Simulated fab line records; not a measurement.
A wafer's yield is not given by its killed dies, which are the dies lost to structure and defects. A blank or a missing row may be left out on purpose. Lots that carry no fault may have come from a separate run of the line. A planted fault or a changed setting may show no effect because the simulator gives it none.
Chamber matching / flow gf180mcu / GF_STI_WET_ETCH_17 on wetBench-04: 3 sister chambers
The step etches Si3N4 in H3PO4, target depth 45 nm, time 514 s. 14 wafers are shown with their chamber, then 4 later ones without.

== EACH WAFER AND ITS CHAMBER ==
wafer=L692.2; chamber=1; runLengthS (s)=547
wafer=L692.4; chamber=1; runLengthS (s)=547
wafer=L692.5; chamber=1; runLengthS (s)=547
wafer=L694.4; chamber=2; runLengthS (s)=548
wafer=L694.5; chamber=2; runLengthS (s)=548
wafer=L694.6; chamber=2; runLengthS (s)=548
wafer=L701.1; chamber=3; runLengthS (s)=541
wafer=L701.2; chamber=3; runLengthS (s)=541
wafer=L701.5; chamber=3; runLengthS (s)=541
wafer=L704.1; chamber=1; runLengthS (s)=540
wafer=L704.3; chamber=1; runLengthS (s)=540
wafer=L704.6; chamber=1; runLengthS (s)=540
wafer=L705.1; chamber=1; runLengthS (s)=540
wafer=L705.3; chamber=1; runLengthS (s)=540

SIGNATURES (means of the wafers above)
reading=runLengthS; chamber 1=542.62; chamber 2=548.00; chamber 3=541.00; scatter within a chamber=2.89
Rule: a wafer lies at a distance from a chamber equal to the root of the sum of squares, over the readings, of (its reading less the chamber's mean, divided by the reading's scatter). The wafer belongs to the nearest chamber; if the next one is less than 2 further off, it can't be placed. The scatter: the root of (the sum of the squares of (reading less its chamber's mean) over the shown wafers, divided by (wafers less chambers)).

== WAFERS MISSING THEIR CHAMBER ==
wafer=L705.4; runLengthS (s)=540
wafer=L709.1; runLengthS (s)=549
wafer=L709.3; runLengthS (s)=549
wafer=L709.4; runLengthS (s)=549

== EACH ONE'S CHAMBER ==
wafer=L705.4; from the rows above=can't be placed: 3 or 1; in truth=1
wafer=L709.1; from the rows above=can't be placed: 2 or 1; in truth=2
wafer=L709.3; from the rows above=can't be placed: 2 or 1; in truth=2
wafer=L709.4; from the rows above=can't be placed: 2 or 1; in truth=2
Placed correctly: 0 of 4. Cannot be placed on the basis of these rows: 4; the candidates contain the true chamber in 4. Placed wrongly: 0.
